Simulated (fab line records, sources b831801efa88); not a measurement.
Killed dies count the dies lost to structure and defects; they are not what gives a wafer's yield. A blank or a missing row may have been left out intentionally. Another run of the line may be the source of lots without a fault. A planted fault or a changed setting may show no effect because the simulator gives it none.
The tool behind it: which one?	flow gf180mcu	36 wafers from 12 lots sampled at 5 of the route's 602 steps

## WHAT THE GAUGES SHOWED, per wafer
GF_VT_IMPLANT_TW_MEAS_32.
lot	measured	on	VT_IMPLANT_3_TW
L585	day 7 02:30	film-metro-01	267.6 265.3 265.2
L586	day 7 05:40	film-metro-03	265.8 266.0 265.9
L587	day 7 10:34	film-metro-02	268.3 268.8 270.5
L588	day 7 18:06	film-metro-01	267.7 264.8 265.9
L589	day 8 01:02	film-metro-02	267.4 265.8 266.3
L590	day 8 04:50	film-metro-01	267.2 267.9 268.1
L591	day 8 12:52	film-metro-02	266.3 268.0 267.8
L594	day 9 07:34	film-metro-02	268.2 267.3 267.0
L598	day 10 10:50	film-metro-03	265.6 267.6 267.6
L601	day 11 05:33	film-metro-02	269.9 271.5 269.6
L604	day 12 00:26	film-metro-01	265.7 266.0 266.3
L605	day 12 09:48	film-metro-01	267.4 266.1 265.2

GF_POLY_GATE_CD_MEAS_10 targets a cd of 280 nm.
lot	measured	on	cd-nm (nm)
L585	day 9 09:19	cd-sem-01	280.2 280.3 279.3
L586	day 9 13:05	cd-sem-02	278.5 279.5 279.1
L587	day 9 17:58	cd-sem-01	278.3 279.3 278.1
L588	day 10 03:32	cd-sem-02	278.6 276.7 278.1
L589	day 10 09:55	cd-sem-02	279.1 278.7 279.5
L590	day 10 17:22	cd-sem-02	279.8 279.4 278.7
L591	day 11 00:31	cd-sem-01	279.5 277.4 279.3
L594	day 11 18:04	cd-sem-01	280.2 278.4 279.8
L598	day 13 07:37	cd-sem-02	280.1 281.0 280.7
L601	day 13 20:38	cd-sem-01	223.9 240.7 264.6
L604	day 14 20:36	cd-sem-01	278.4 278.2 278.4
L605	day 15 06:22	cd-sem-02	281.4 280.9 280.8

GF_HV_LDD_TW_MEAS_11.
lot	measured	on	HV_LDD_TW
L585	day 10 04:49	film-metro-04	2418 2425 2419
L586	day 10 09:46	film-metro-04	2423 2421 2418
L587	day 10 16:59	film-metro-02	2414 2432 2409
L588	day 10 23:53	film-metro-03	2390 2400 2394
L589	day 11 05:55	film-metro-04	2413 2417 2418
L590	day 11 15:43	film-metro-03	2389 2385 2381
L591	day 12 01:53	film-metro-03	2415 2394 2415
L594	day 12 15:47	film-metro-04	2414 2411 2425
L598	day 14 07:43	film-metro-04	2440 2442 2434
L601	day 14 19:55	film-metro-03	2409 2404
L604	day 15 22:43	film-metro-03	2407 2397 2405
L605	day 16 07:49	film-metro-03	2413 2406 2406

## TOOL THAT RAN EACH LOT (tool first, then ch and the chambers of the sampled wafers, then the start)
lot	GF_STI_ETCH_14	GF_POLY_GATE_EXPOSE_07
L585	rie-si-02 ch 0,2,3, day 2 03:22	krf-scanner-02 ch 0, day 9 01:08
L586	rie-si-01 ch 0,3, day 2 08:04	krf-scanner-02 ch 0, day 9 04:32
L587	rie-si-01 ch 0,1,3, day 2 11:16	krf-scanner-02 ch 0, day 9 09:37
L588	rie-si-01 ch 0,1, day 2 16:43	krf-scanner-01 ch 0, day 9 18:49
L589	rie-si-01 ch 0,3, day 2 22:52	krf-scanner-01 ch 0, day 10 01:37
L590	rie-si-02 ch 0,2, day 3 03:55	krf-scanner-01 ch 0, day 10 08:16
L591	rie-si-02 ch 0,2, day 3 08:43	krf-scanner-01 ch 0, day 10 15:43
L594	rie-si-02 ch 1,2,3, day 4 01:55	krf-scanner-02 ch 0, day 11 09:27
L598	rie-si-02 ch 0,1,2, day 4 21:25	krf-scanner-01 ch 0, day 12 22:23
L601	rie-si-01 ch 0,3, day 5 13:16	krf-scanner-02 ch 0, day 13 10:57
L604	rie-si-02 ch 0,3, day 6 03:01	krf-scanner-01 ch 0, day 14 10:02
L605	rie-si-02 ch 0,2,3, day 6 09:10	krf-scanner-01 ch 0, day 14 19:54
- GF_STI_ETCH_14: etches Si in HBr/Cl2/O2, target depth 360 nm, time 102.9 s.
- GF_POLY_GATE_EXPOSE_07: exposes mask Poly2, target cd 280 nm.

## WHAT THE TOOLS THEMSELVES READ (means of the sampled wafers that have a number; where no wafer has one, the mark that the record gives instead)
GF_STI_ETCH_14.
lot	tool	drypump-motor-current-A (A)	oes-product-au (a.u.)	throttle-valve-pct (%)
L585	rie-si-02	5.9	1.000	25.657
L586	rie-si-01	6.3	1.007	25.662
L587	rie-si-01	6.0	1.004	25.645
L588	rie-si-01	6.2	1.005	25.656
L589	rie-si-01	6.1	1.006	25.652
L590	rie-si-02	5.6	0.995	25.661
L591	rie-si-02	5.6	1.004	25.654
L594	rie-si-02	6.1	0.999	25.660
L598	rie-si-02	5.8	0.989	25.663
L601	rie-si-01	6.3	1.007	25.663
L604	rie-si-02	5.6	1.000	25.662
L605	rie-si-02	5.9	0.997	25.663

GF_POLY_GATE_EXPOSE_07.
lot	tool	exposure-dose-mJ-cm2	focus-offset-nm (nm)
L585	krf-scanner-02	27.95	-0.3
L586	krf-scanner-02	27.96	0.0
L587	krf-scanner-02	27.99	0.0
L588	krf-scanner-01	28.03	0.2
L589	krf-scanner-01	27.99	-0.5
L590	krf-scanner-01	28.00	0.0
L591	krf-scanner-01	28.04	0.1
L594	krf-scanner-02	27.95	0.3
L598	krf-scanner-01	28.00	-0.1
L601	krf-scanner-02	25.59	-0.1
L604	krf-scanner-01	28.02	0.1
L605	krf-scanner-01	27.97	-0.3

## THE ANSWER, worked out from the rows above alone
Rule: the usual values come from the lots themselves. The widest of any qualifying gaps counts: lots, ordered by their means at a reading, are off when they make up no more than a third of the lots, leave a main group of 4 or more, and stand apart from it by 3 or more times the standard deviation of that group's means. A main group is skipped when, at the precision printed for the reading in the tables above, its means are all equal. Also off: a lot with no number at a reading for which 4 or more lots have one. Any other lot the step has rows for is counted as sound. Order of review: gauges by route order, followed by the tools' own readings, for which a lot's mean as printed above is used. The first step at which some lot is off is used, and at that step the reading that is off furthest; a lot without a number counts as furthest.
Off: L601 (GF_POLY_GATE_CD_MEAS_10, cd-nm). Main group: mean 279.3 nm, sd 0.92.
If a tool, at a process step before that reading, ran all the lots that are off and no sound lot after the first of them, it fits. The gauges at GF_POLY_GATE_CD_MEAS_10 aren't tried: what is off there is off at GF_POLY_GATE_EXPOSE_07 too, on other tools, and a gauge's error can't cause that. Can't be told from this: 2 tools fit, rie-si-01 at GF_STI_ETCH_14, krf-scanner-02 at GF_POLY_GATE_EXPOSE_07.

## WHAT WAS PUT IN BY THE SIMULATOR
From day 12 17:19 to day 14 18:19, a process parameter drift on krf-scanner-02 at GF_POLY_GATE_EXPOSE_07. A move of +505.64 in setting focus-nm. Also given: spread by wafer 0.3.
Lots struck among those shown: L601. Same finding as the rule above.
